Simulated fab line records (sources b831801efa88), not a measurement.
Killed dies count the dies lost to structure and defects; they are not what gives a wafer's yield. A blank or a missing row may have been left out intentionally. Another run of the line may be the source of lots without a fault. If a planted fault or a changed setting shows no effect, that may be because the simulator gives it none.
Which tool is to blame? / flow gf180mcu / 72 wafers from 24 lots sampled at 6 of the route's 602 steps

## WHAT THE GAUGES SHOWED, per wafer
GF_PASSIVATION_BOW_MEAS_14.
lot=L074; measured=day 28 19:49; on=film metro-02; PASSIVATION_BOW (um)=131 127 138
lot=L075; measured=day 29 08:33; on=film metro-02; PASSIVATION_BOW (um)=132 133 137
lot=L077; measured=day 29 18:04; on=film metro-01; PASSIVATION_BOW (um)=127 143 134
lot=L076; measured=day 29 21:53; on=film metro-02; PASSIVATION_BOW (um)=130 138 140
lot=L078; measured=day 30 00:15; on=film metro-01; PASSIVATION_BOW (um)=159 147 158
lot=L079; measured=day 30 09:59; on=film metro-01; PASSIVATION_BOW (um)=121 113 118
lot=L080; measured=day 31 04:29; on=film metro-01; PASSIVATION_BOW (um)=127 127 141
lot=L081; measured=day 31 06:04; on=film metro-01; PASSIVATION_BOW (um)=153 144 140
lot=L082; measured=day 31 10:35; on=film metro-02; PASSIVATION_BOW (um)=137 139 153
lot=L083; measured=day 31 13:41; on=film metro-01; PASSIVATION_BOW (um)=141 152 144
lot=L084; measured=day 32 03:20; on=film metro-02; PASSIVATION_BOW (um)=141 145 141
lot=L085; measured=day 32 05:58; on=film metro-02; PASSIVATION_BOW (um)=123 132 122
lot=L086; measured=day 32 13:57; on=film metro-01; PASSIVATION_BOW (um)=148 152 155
lot=L087; measured=day 32 16:16; on=film metro-02; PASSIVATION_BOW (um)=135 137 135
lot=L088; measured=day 32 21:15; on=film metro-03; PASSIVATION_BOW (um)=131 116 119
lot=L089; measured=day 33 02:20; on=film metro-01; PASSIVATION_BOW (um)=131 141 129
lot=L090; measured=day 33 11:22; on=film metro-02; PASSIVATION_BOW (um)=116 116 124
lot=L091; measured=day 33 18:10; on=film metro-03; PASSIVATION_BOW (um)=125 119 130
lot=L092; measured=day 33 21:42; on=film metro-01; PASSIVATION_BOW (um)=124 134 119
lot=L093; measured=day 34 00:39; on=film metro-02; PASSIVATION_BOW (um)=132 131 121
lot=L094; measured=day 34 10:04; on=film metro-02; PASSIVATION_BOW (um)=155 143 154
lot=L095; measured=day 34 16:53; on=film metro-01; PASSIVATION_BOW (um)=135 132 135
lot=L096; measured=day 34 22:32; on=film metro-03; PASSIVATION_BOW (um)=124 133 131
lot=L097; measured=day 35 02:12; on=film metro-02; PASSIVATION_BOW (um)=136 132 143

## EACH LOT AND THE TOOL THAT RAN IT (in order: tool; ch and the chambers of the sampled wafers; start)
lot=L074; GF_M2_SPUTTER_04=pvd sputter-03, day 17 21:07; GF_M5_STRIP_11=plasma asher-03 ch 0,1, day 26 00:07; GF_V5_CMP_26=cmp-02 ch 0,1, day 26 23:42; GF_TOP_METAL_SPUTTER_02=pvd sputter-03, day 27 00:05; GF_PASSIVATION_ETCH_11=rie diel-04 ch 0,1,2, day 28 17:11
lot=L075; GF_M2_SPUTTER_04=pvd sputter-02, day 18 13:22; GF_M5_STRIP_11=plasma asher-04 ch 0,1, day 26 14:02; GF_V5_CMP_26=cmp-01 ch 0,1, day 27 14:05; GF_TOP_METAL_SPUTTER_02=pvd sputter-03, day 27 14:31; GF_PASSIVATION_ETCH_11=rie diel-01 ch 0,3, day 29 06:38
lot=L077; GF_M2_SPUTTER_04=pvd sputter-02, day 18 23:22; GF_M5_STRIP_11=plasma asher-04 ch 0,1, day 27 00:36; GF_V5_CMP_26=cmp-01 ch 1,2,3, day 27 23:35; GF_TOP_METAL_SPUTTER_02=pvd sputter-03, day 28 00:01; GF_PASSIVATION_ETCH_11=rie diel-04 ch 1,2,3, day 29 16:11
lot=L076; GF_M2_SPUTTER_04=pvd sputter-03, day 19 06:28; GF_M5_STRIP_11=plasma asher-01 ch 0,1, day 27 05:27; GF_V5_CMP_26=cmp-02 ch 0,2,3, day 28 04:11; GF_TOP_METAL_SPUTTER_02=pvd sputter-02, day 28 04:34; GF_PASSIVATION_ETCH_11=rie diel-02 ch 0,2, day 29 20:01
lot=L078; GF_M2_SPUTTER_04=pvd sputter-03, day 19 10:05; GF_M5_STRIP_11=plasma asher-01 ch 0,1, day 27 07:18; GF_V5_CMP_26=cmp-01 ch 0,1,2, day 28 06:25; GF_TOP_METAL_SPUTTER_02=pvd sputter-04, day 28 06:45; GF_PASSIVATION_ETCH_11=rie diel-04 ch 0,1,2, day 29 22:20
lot=L079; GF_M2_SPUTTER_04=pvd sputter-02, day 19 21:51; GF_M5_STRIP_11=plasma asher-01 ch 0,1, day 27 18:45; GF_V5_CMP_26=cmp-02 ch 0,1,3, day 28 16:01; GF_TOP_METAL_SPUTTER_02=pvd sputter-04, day 28 16:28; GF_PASSIVATION_ETCH_11=rie diel-01 ch 2, day 30 07:42
lot=L080; GF_M2_SPUTTER_04=pvd sputter-02, day 20 21:35; GF_M5_STRIP_11=plasma asher-03 ch 0,1, day 28 14:25; GF_V5_CMP_26=cmp-02 ch 1,2,3, day 29 12:26; GF_TOP_METAL_SPUTTER_02=pvd sputter-02, day 29 12:49; GF_PASSIVATION_ETCH_11=rie diel-01 ch 1,2, day 31 02:35
lot=L081; GF_M2_SPUTTER_04=pvd sputter-03, day 20 23:28; GF_M5_STRIP_11=plasma asher-04 ch 0,1, day 28 16:25; GF_V5_CMP_26=cmp-02 ch 0,1,3, day 29 13:56; GF_TOP_METAL_SPUTTER_02=pvd sputter-04, day 29 14:16; GF_PASSIVATION_ETCH_11=rie diel-01 ch 0,2, day 31 04:10
lot=L082; GF_M2_SPUTTER_04=pvd sputter-04, day 21 05:53; GF_M5_STRIP_11=plasma asher-03 ch 0,1, day 28 20:34; GF_V5_CMP_26=cmp-02 ch 1,2,3, day 29 18:07; GF_TOP_METAL_SPUTTER_02=pvd sputter-04, day 29 18:32; GF_PASSIVATION_ETCH_11=rie diel-01 ch 0,1,2, day 31 08:41
lot=L083; GF_M2_SPUTTER_04=pvd sputter-04, day 21 11:35; GF_M5_STRIP_11=plasma asher-04 ch 0,1, day 29 01:48; GF_V5_CMP_26=cmp-02 ch 0,1, day 29 22:38; GF_TOP_METAL_SPUTTER_02=pvd sputter-04, day 29 23:04; GF_PASSIVATION_ETCH_11=rie diel-01 ch 0,2, day 31 11:49
lot=L084; GF_M2_SPUTTER_04=pvd sputter-04, day 22 06:14; GF_M5_STRIP_11=plasma asher-03 ch 0,1, day 29 15:42; GF_V5_CMP_26=cmp-01 ch 0,2, day 30 12:49; GF_TOP_METAL_SPUTTER_02=pvd sputter-04, day 30 13:14; GF_PASSIVATION_ETCH_11=rie diel-02 ch 0,3, day 32 01:28
lot=L085; GF_M2_SPUTTER_04=pvd sputter-02, day 22 07:53; GF_M5_STRIP_11=plasma asher-03 ch 0,1, day 29 19:23; GF_V5_CMP_26=cmp-02 ch 0,2,3, day 30 16:01; GF_TOP_METAL_SPUTTER_02=pvd sputter-02, day 30 16:24; GF_PASSIVATION_ETCH_11=rie diel-04 ch 0,1,3, day 32 04:05
lot=L086; GF_M2_SPUTTER_04=pvd sputter-04, day 22 15:33; GF_M5_STRIP_11=plasma asher-01 ch 0,1, day 30 03:26; GF_V5_CMP_26=cmp-01 ch 0,1,3, day 30 23:58; GF_TOP_METAL_SPUTTER_02=pvd sputter-03, day 31 00:23; GF_PASSIVATION_ETCH_11=rie diel-04 ch 0,1,3, day 32 11:59
lot=L087; GF_M2_SPUTTER_04=pvd sputter-02, day 22 23:20; GF_M5_STRIP_11=plasma asher-03 ch 0,1, day 30 06:20; GF_V5_CMP_26=cmp-02 ch 0,3, day 31 02:47; GF_TOP_METAL_SPUTTER_02=pvd sputter-03, day 31 03:13; GF_PASSIVATION_ETCH_11=rie diel-04 ch 0,1,3, day 32 14:23
lot=L088; GF_M2_SPUTTER_04=pvd sputter-02, day 23 06:55; GF_M5_STRIP_11=plasma asher-01 ch 0,1, day 30 12:31; GF_V5_CMP_26=cmp-02 ch 0,1,2, day 31 08:54; GF_TOP_METAL_SPUTTER_02=pvd sputter-02, day 31 09:14; GF_PASSIVATION_ETCH_11=rie diel-01 ch 0,1,2, day 32 19:20
lot=L089; GF_M2_SPUTTER_04=pvd sputter-04, day 23 14:23; GF_M5_STRIP_11=plasma asher-01 ch 0,1, day 30 17:59; GF_V5_CMP_26=cmp-01 ch 1,2,3, day 31 14:10; GF_TOP_METAL_SPUTTER_02=pvd sputter-02, day 31 14:32; GF_PASSIVATION_ETCH_11=rie diel-04 ch 0,1, day 33 00:26
lot=L090; GF_M2_SPUTTER_04=pvd sputter-03, day 24 00:23; GF_M5_STRIP_11=plasma asher-01 ch 0,1, day 31 03:42; GF_V5_CMP_26=cmp-01 ch 0,3, day 31 22:56; GF_TOP_METAL_SPUTTER_02=pvd sputter-04, day 31 23:19; GF_PASSIVATION_ETCH_11=rie diel-02 ch 1,2, day 33 09:29
lot=L091; GF_M2_SPUTTER_04=pvd sputter-04, day 24 09:08; GF_M5_STRIP_11=plasma asher-03 ch 0,1, day 31 11:46; GF_V5_CMP_26=cmp-02 ch 0,1,3, day 32 07:04; GF_TOP_METAL_SPUTTER_02=pvd sputter-02, day 32 07:30; GF_PASSIVATION_ETCH_11=rie diel-04 ch 0,2,3, day 33 16:17
lot=L092; GF_M2_SPUTTER_04=pvd sputter-02, day 24 14:51; GF_M5_STRIP_11=plasma asher-04 ch 0,1, day 31 15:55; GF_V5_CMP_26=cmp-02 ch 1,2, day 32 11:05; GF_TOP_METAL_SPUTTER_02=pvd sputter-02, day 32 11:32; GF_PASSIVATION_ETCH_11=rie diel-02 ch 0,2, day 33 19:49
lot=L093; GF_M2_SPUTTER_04=pvd sputter-02, day 24 20:25; GF_M5_STRIP_11=plasma asher-04 ch 0,1, day 31 19:22; GF_V5_CMP_26=cmp-01 ch 0,3, day 32 14:23; GF_TOP_METAL_SPUTTER_02=pvd sputter-03, day 32 14:47; GF_PASSIVATION_ETCH_11=rie diel-01 ch 0,1,2, day 33 22:44
lot=L094; GF_M2_SPUTTER_04=pvd sputter-02, day 25 11:08; GF_M5_STRIP_11=plasma asher-04 ch 0,1, day 32 05:13; GF_V5_CMP_26=cmp-01 ch 0,1,3, day 32 23:59; GF_TOP_METAL_SPUTTER_02=pvd sputter-03, day 33 00:16; GF_PASSIVATION_ETCH_11=rie diel-01 ch 0,1,2, day 34 08:10
lot=L095; GF_M2_SPUTTER_04=pvd sputter-04, day 25 18:13; GF_M5_STRIP_11=plasma asher-03 ch 0, day 32 12:43; GF_V5_CMP_26=cmp-02 ch 1,2,3, day 33 07:05; GF_TOP_METAL_SPUTTER_02=pvd sputter-02, day 33 07:31; GF_PASSIVATION_ETCH_11=rie diel-02 ch 0,2,3, day 34 15:01
lot=L096; GF_M2_SPUTTER_04=pvd sputter-02, day 26 02:09; GF_M5_STRIP_11=plasma asher-04 ch 0,1, day 32 19:21; GF_V5_CMP_26=cmp-02 ch 1,2,3, day 33 13:05; GF_TOP_METAL_SPUTTER_02=pvd sputter-04, day 33 13:28; GF_PASSIVATION_ETCH_11=rie diel-02 ch 0,2, day 34 20:38
lot=L097; GF_M2_SPUTTER_04=pvd sputter-03, day 26 06:09; GF_M5_STRIP_11=plasma asher-04 ch 0,1, day 32 22:25; GF_V5_CMP_26=cmp-01 ch 0,2, day 33 16:48; GF_TOP_METAL_SPUTTER_02=pvd sputter-04, day 33 17:14; GF_PASSIVATION_ETCH_11=rie diel-04 ch 0,2,3, day 35 00:17
- GF_M2_SPUTTER_04: material TiN, target thk 50 nm, time 41.7 s.
- GF_M5_STRIP_11: strips in O2/N2.
- GF_V5_CMP_26: polishes, stops on SiO2, t overpolish 15 s, target thk 0 nm.
- GF_TOP_METAL_SPUTTER_02: material AlCu, target thk 900 nm, time 47.82 s.
- GF_PASSIVATION_ETCH_11: etches the open film in CF4/O2, stops on TiN, target depth 2040 nm, time 453.3 s.

## WHAT THE TOOLS THEMSELVES READ (means of the sampled wafers that have a number; where no wafer has one, the mark that the record gives instead)
GF_M2_SPUTTER_04.
lot=L074; tool=pvd sputter-03; throttle valve pct (%)=29.3
lot=L075; tool=pvd sputter-02; throttle valve pct (%)=30.5
lot=L077; tool=pvd sputter-02; throttle valve pct (%)=30.7
lot=L076; tool=pvd sputter-03; throttle valve pct (%)=28.9
lot=L078; tool=pvd sputter-03; throttle valve pct (%)=29.5
lot=L079; tool=pvd sputter-02; throttle valve pct (%)=30.9
lot=L080; tool=pvd sputter-02; throttle valve pct (%)=31.0
lot=L081; tool=pvd sputter-03; throttle valve pct (%)=28.8
lot=L082; tool=pvd sputter-04; throttle valve pct (%)=29.9
lot=L083; tool=pvd sputter-04; throttle valve pct (%)=30.1
lot=L084; tool=pvd sputter-04; throttle valve pct (%)=30.4
lot=L085; tool=pvd sputter-02; throttle valve pct (%)=30.5
lot=L086; tool=pvd sputter-04; throttle valve pct (%)=30.1
lot=L087; tool=pvd sputter-02; throttle valve pct (%)=30.8
lot=L088; tool=pvd sputter-02; throttle valve pct (%)=30.5
lot=L089; tool=pvd sputter-04; throttle valve pct (%)=29.2
lot=L090; tool=pvd sputter-03; throttle valve pct (%)=29.4
lot=L091; tool=pvd sputter-04; throttle valve pct (%)=29.5
lot=L092; tool=pvd sputter-02; throttle valve pct (%)=31.0
lot=L093; tool=pvd sputter-02; throttle valve pct (%)=30.5
lot=L094; tool=pvd sputter-02; throttle valve pct (%)=31.0
lot=L095; tool=pvd sputter-04; throttle valve pct (%)=29.4
lot=L096; tool=pvd sputter-02; throttle valve pct (%)=30.2
lot=L097; tool=pvd sputter-03; throttle valve pct (%)=28.6

GF_M5_STRIP_11.
lot=L074; tool=plasma asher-03; drypump motor current A (A)=6.2; heater power w (W)=320; oes product au (a.u.)=0.521; strip time to endpoint s (s)=7.04
lot=L075; tool=plasma asher-04; drypump motor current A (A)=5.2; heater power w (W)=349; oes product au (a.u.)=0.521; strip time to endpoint s (s)=6.98
lot=L077; tool=plasma asher-04; drypump motor current A (A)=5.2; heater power w (W)=345; oes product au (a.u.)=0.521; strip time to endpoint s (s)=7.06
lot=L076; tool=plasma asher-01; drypump motor current A (A)=5.7; heater power w (W)=317; oes product au (a.u.)=0.526; strip time to endpoint s (s)=7.05
lot=L078; tool=plasma asher-01; drypump motor current A (A)=6.0; heater power w (W)=317; oes product au (a.u.)=0.518; strip time to endpoint s (s)=7.02
lot=L079; tool=plasma asher-01; drypump motor current A (A)=6.0; heater power w (W)=314; oes product au (a.u.)=0.519; strip time to endpoint s (s)=7.02
lot=L080; tool=plasma asher-03; drypump motor current A (A)=6.1; heater power w (W)=320; oes product au (a.u.)=0.528; strip time to endpoint s (s)=7.08
lot=L081; tool=plasma asher-04; drypump motor current A (A)=5.1; heater power w (W)=364; oes product au (a.u.)=0.528; strip time to endpoint s (s)=7.12
lot=L082; tool=plasma asher-03; drypump motor current A (A)=6.1; heater power w (W)=351; oes product au (a.u.)=0.525; strip time to endpoint s (s)=7.05
lot=L083; tool=plasma asher-04; drypump motor current A (A)=5.2; heater power w (W)=342; oes product au (a.u.)=0.523; strip time to endpoint s (s)=7.10
lot=L084; tool=plasma asher-03; drypump motor current A (A)=6.1; heater power w (W)=319; oes product au (a.u.)=0.528; strip time to endpoint s (s)=7.14
lot=L085; tool=plasma asher-03; drypump motor current A (A)=6.1; heater power w (W)=345; oes product au (a.u.)=0.525; strip time to endpoint s (s)=7.06
lot=L086; tool=plasma asher-01; drypump motor current A (A)=5.7; heater power w (W)=322; oes product au (a.u.)=0.519; strip time to endpoint s (s)=7.01
lot=L087; tool=plasma asher-03; drypump motor current A (A)=6.1; heater power w (W)=349; oes product au (a.u.)=0.522; strip time to endpoint s (s)=7.13
lot=L088; tool=plasma asher-01; drypump motor current A (A)=6.0; heater power w (W)=316; oes product au (a.u.)=0.522; strip time to endpoint s (s)=7.04
lot=L089; tool=plasma asher-01; drypump motor current A (A)=5.7; heater power w (W)=315; oes product au (a.u.)=0.525; strip time to endpoint s (s)=7.05
lot=L090; tool=plasma asher-01; drypump motor current A (A)=5.7; heater power w (W)=317; oes product au (a.u.)=0.528; strip time to endpoint s (s)=7.08
lot=L091; tool=plasma asher-03; drypump motor current A (A)=6.1; heater power w (W)=342; oes product au (a.u.)=0.527; strip time to endpoint s (s)=7.12
lot=L092; tool=plasma asher-04; drypump motor current A (A)=5.2; heater power w (W)=351; oes product au (a.u.)=0.525; strip time to endpoint s (s)=7.08
lot=L093; tool=plasma asher-04; drypump motor current A (A)=5.3; heater power w (W)=347; oes product au (a.u.)=0.527; strip time to endpoint s (s)=7.07
lot=L094; tool=plasma asher-04; drypump motor current A (A)=5.2; heater power w (W)=347; oes product au (a.u.)=0.521; strip time to endpoint s (s)=7.07
lot=L095; tool=plasma asher-03; drypump motor current A (A)=6.1; heater power w (W)=357; oes product au (a.u.)=0.525; strip time to endpoint s (s)=7.07
lot=L096; tool=plasma asher-04; drypump motor current A (A)=5.1; heater power w (W)=365; oes product au (a.u.)=0.526; strip time to endpoint s (s)=7.10
lot=L097; tool=plasma asher-04; drypump motor current A (A)=5.3; heater power w (W)=345; oes product au (a.u.)=0.522; strip time to endpoint s (s)=7.03

GF_V5_CMP_26.
lot=L074; tool=cmp-02; motor current A (A)=10.6; overpolish run s (s)=14.995; slurry filter dp kPa (kPa)=13.58; time to endpoint s (s)=82
lot=L075; tool=cmp-01; motor current A (A)=10.9; overpolish run s (s)=15.005; slurry filter dp kPa (kPa)=13.53; time to endpoint s (s)=86
lot=L077; tool=cmp-01; motor current A (A)=10.7; overpolish run s (s)=14.997; slurry filter dp kPa (kPa)=13.46; time to endpoint s (s)=85
lot=L076; tool=cmp-02; motor current A (A)=11.2; overpolish run s (s)=15.005; slurry filter dp kPa (kPa)=13.56; time to endpoint s (s)=84
lot=L078; tool=cmp-01; motor current A (A)=10.5; overpolish run s (s)=14.999; slurry filter dp kPa (kPa)=13.45; time to endpoint s (s)=84
lot=L079; tool=cmp-02; motor current A (A)=10.2; overpolish run s (s)=15.000; slurry filter dp kPa (kPa)=13.51; time to endpoint s (s)=83
lot=L080; tool=cmp-02; motor current A (A)=10.6; overpolish run s (s)=14.992; slurry filter dp kPa (kPa)=13.43; time to endpoint s (s)=82
lot=L081; tool=cmp-02; motor current A (A)=10.5; overpolish run s (s)=14.988; slurry filter dp kPa (kPa)=13.61; time to endpoint s (s)=82
lot=L082; tool=cmp-02; motor current A (A)=10.5; overpolish run s (s)=15.004; slurry filter dp kPa (kPa)=13.50; time to endpoint s (s)=84
lot=L083; tool=cmp-02; motor current A (A)=10.6; overpolish run s (s)=15.009; slurry filter dp kPa (kPa)=13.60; time to endpoint s (s)=80
lot=L084; tool=cmp-01; motor current A (A)=11.7; overpolish run s (s)=15.000; slurry filter dp kPa (kPa)=13.54; time to endpoint s (s)=85
lot=L085; tool=cmp-02; motor current A (A)=10.7; overpolish run s (s)=15.001; slurry filter dp kPa (kPa)=13.38; time to endpoint s (s)=84
lot=L086; tool=cmp-01; motor current A (A)=11.0; overpolish run s (s)=14.999; slurry filter dp kPa (kPa)=13.61; time to endpoint s (s)=83
lot=L087; tool=cmp-02; motor current A (A)=10.4; overpolish run s (s)=15.002; slurry filter dp kPa (kPa)=13.45; time to endpoint s (s)=83
lot=L088; tool=cmp-02; motor current A (A)=11.1; overpolish run s (s)=15.008; slurry filter dp kPa (kPa)=13.54; time to endpoint s (s)=80
lot=L089; tool=cmp-01; motor current A (A)=10.6; overpolish run s (s)=15.007; slurry filter dp kPa (kPa)=13.46; time to endpoint s (s)=81
lot=L090; tool=cmp-01; motor current A (A)=11.8; overpolish run s (s)=15.002; slurry filter dp kPa (kPa)=13.51; time to endpoint s (s)=77
lot=L091; tool=cmp-02; motor current A (A)=10.4; overpolish run s (s)=15.007; slurry filter dp kPa (kPa)=13.63; time to endpoint s (s)=80
lot=L092; tool=cmp-02; motor current A (A)=11.6; overpolish run s (s)=14.998; slurry filter dp kPa (kPa)=13.62; time to endpoint s (s)=83
lot=L093; tool=cmp-01; motor current A (A)=11.9; overpolish run s (s)=14.997; slurry filter dp kPa (kPa)=13.43; time to endpoint s (s)=82
lot=L094; tool=cmp-01; motor current A (A)=10.9; overpolish run s (s)=15.005; slurry filter dp kPa (kPa)=13.56; time to endpoint s (s)=80
lot=L095; tool=cmp-02; motor current A (A)=10.8; overpolish run s (s)=14.994; slurry filter dp kPa (kPa)=13.45; time to endpoint s (s)=87
lot=L096; tool=cmp-02; motor current A (A)=10.8; overpolish run s (s)=15.001; slurry filter dp kPa (kPa)=13.53; time to endpoint s (s)=87
lot=L097; tool=cmp-01; motor current A (A)=11.8; overpolish run s (s)=15.000; slurry filter dp kPa (kPa)=13.63; time to endpoint s (s)=79

GF_TOP_METAL_SPUTTER_02.
lot=L074; tool=pvd sputter-03; substrate temp c (C)=250.11; throttle valve pct (%)=29.5
lot=L075; tool=pvd sputter-03; substrate temp c (C)=250.12; throttle valve pct (%)=29.3
lot=L077; tool=pvd sputter-03; substrate temp c (C)=249.99; throttle valve pct (%)=29.6
lot=L076; tool=pvd sputter-02; substrate temp c (C)=250.00; throttle valve pct (%)=30.6
lot=L078; tool=pvd sputter-04; substrate temp c (C)=250.10; throttle valve pct (%)=29.5
lot=L079; tool=pvd sputter-04; substrate temp c (C)=249.83; throttle valve pct (%)=29.8
lot=L080; tool=pvd sputter-02; substrate temp c (C)=249.96; throttle valve pct (%)=30.6
lot=L081; tool=pvd sputter-04; substrate temp c (C)=249.85; throttle valve pct (%)=30.2
lot=L082; tool=pvd sputter-04; substrate temp c (C)=249.92; throttle valve pct (%)=29.7
lot=L083; tool=pvd sputter-04; substrate temp c (C)=250.12; throttle valve pct (%)=29.5
lot=L084; tool=pvd sputter-04; substrate temp c (C)=250.06; throttle valve pct (%)=30.0
lot=L085; tool=pvd sputter-02; substrate temp c (C)=249.71; throttle valve pct (%)=30.9
lot=L086; tool=pvd sputter-03; substrate temp c (C)=249.95; throttle valve pct (%)=29.2
lot=L087; tool=pvd sputter-03; substrate temp c (C)=250.14; throttle valve pct (%)=29.0
lot=L088; tool=pvd sputter-02; substrate temp c (C)=249.96; throttle valve pct (%)=30.3
lot=L089; tool=pvd sputter-02; substrate temp c (C)=250.12; throttle valve pct (%)=30.3
lot=L090; tool=pvd sputter-04; substrate temp c (C)=249.93; throttle valve pct (%)=30.5
lot=L091; tool=pvd sputter-02; substrate temp c (C)=250.13; throttle valve pct (%)=30.5
lot=L092; tool=pvd sputter-02; substrate temp c (C)=249.90; throttle valve pct (%)=30.7
lot=L093; tool=pvd sputter-03; substrate temp c (C)=249.94; throttle valve pct (%)=29.3
lot=L094; tool=pvd sputter-03; substrate temp c (C)=250.05; throttle valve pct (%)=29.4
lot=L095; tool=pvd sputter-02; substrate temp c (C)=250.06; throttle valve pct (%)=30.3
lot=L096; tool=pvd sputter-04; substrate temp c (C)=250.07; throttle valve pct (%)=30.0
lot=L097; tool=pvd sputter-04; substrate temp c (C)=249.92; throttle valve pct (%)=29.7

GF_PASSIVATION_ETCH_11.
lot=L074; tool=rie diel-04; drypump motor current A (A)=6.0; oes product au (a.u.)=0.989; throttle valve pct (%)=5.970
lot=L075; tool=rie diel-01; drypump motor current A (A)=5.3; oes product au (a.u.)=0.990; throttle valve pct (%)=5.967
lot=L077; tool=rie diel-04; drypump motor current A (A)=6.1; oes product au (a.u.)=0.989; throttle valve pct (%)=5.965
lot=L076; tool=rie diel-02; drypump motor current A (A)=5.6; oes product au (a.u.)=0.978; throttle valve pct (%)=5.958
lot=L078; tool=rie diel-04; drypump motor current A (A)=6.0; oes product au (a.u.)=0.987; throttle valve pct (%)=5.966
lot=L079; tool=rie diel-01; drypump motor current A (A)=5.9; oes product au (a.u.)=0.978; throttle valve pct (%)=5.969
lot=L080; tool=rie diel-01; drypump motor current A (A)=6.0; oes product au (a.u.)=0.987; throttle valve pct (%)=5.975
lot=L081; tool=rie diel-01; drypump motor current A (A)=5.8; oes product au (a.u.)=0.987; throttle valve pct (%)=5.965
lot=L082; tool=rie diel-01; drypump motor current A (A)=6.0; oes product au (a.u.)=0.994; throttle valve pct (%)=5.963
lot=L083; tool=rie diel-01; drypump motor current A (A)=5.8; oes product au (a.u.)=0.986; throttle valve pct (%)=5.965
lot=L084; tool=rie diel-02; drypump motor current A (A)=5.5; oes product au (a.u.)=0.988; throttle valve pct (%)=5.965
lot=L085; tool=rie diel-04; drypump motor current A (A)=6.0; oes product au (a.u.)=0.997; throttle valve pct (%)=5.966
lot=L086; tool=rie diel-04; drypump motor current A (A)=6.0; oes product au (a.u.)=0.990; throttle valve pct (%)=5.977
lot=L087; tool=rie diel-04; drypump motor current A (A)=6.0; oes product au (a.u.)=0.991; throttle valve pct (%)=5.978
lot=L088; tool=rie diel-01; drypump motor current A (A)=6.0; oes product au (a.u.)=0.986; throttle valve pct (%)=5.958
lot=L089; tool=rie diel-04; drypump motor current A (A)=5.9; oes product au (a.u.)=0.994; throttle valve pct (%)=5.978
lot=L090; tool=rie diel-02; drypump motor current A (A)=5.8; oes product au (a.u.)=0.992; throttle valve pct (%)=5.969
lot=L091; tool=rie diel-04; drypump motor current A (A)=6.3; oes product au (a.u.)=0.989; throttle valve pct (%)=5.973
lot=L092; tool=rie diel-02; drypump motor current A (A)=5.7; oes product au (a.u.)=0.984; throttle valve pct (%)=5.962
lot=L093; tool=rie diel-01; drypump motor current A (A)=6.0; oes product au (a.u.)=0.980; throttle valve pct (%)=5.965
lot=L094; tool=rie diel-01; drypump motor current A (A)=6.0; oes product au (a.u.)=0.989; throttle valve pct (%)=5.966
lot=L095; tool=rie diel-02; drypump motor current A (A)=5.6; oes product au (a.u.)=0.984; throttle valve pct (%)=5.975
lot=L096; tool=rie diel-02; drypump motor current A (A)=5.5; oes product au (a.u.)=0.974; throttle valve pct (%)=5.964
lot=L097; tool=rie diel-04; drypump motor current A (A)=6.3; oes product au (a.u.)=0.993; throttle valve pct (%)=5.976

## THE ANSWER, worked out from the rows above alone
Rule: the lots themselves supply what counts as usual. The widest of any qualifying gaps counts: lots, ordered by their means at a reading, are off when they make up no more than a third of the lots, leave a main group of 4 or more, and stand apart from it by 3 or more times the standard deviation of that group's means. Not used: any main group whose means are identical at the precision the tables above print for the reading. Also off: a lot with no number at a reading for which 4 or more lots have one. Any other lot the step has rows for is counted as sound. First the gauges in route order, then the tools' own readings, where a lot's mean is used as printed above. At the first step where some lot is off, the reading lying furthest off is the one used; lots without a number count as furthest.
No lot is off on any of the readings shown, so nothing can be concluded from this.

## WHAT WAS PUT IN BY THE SIMULATOR
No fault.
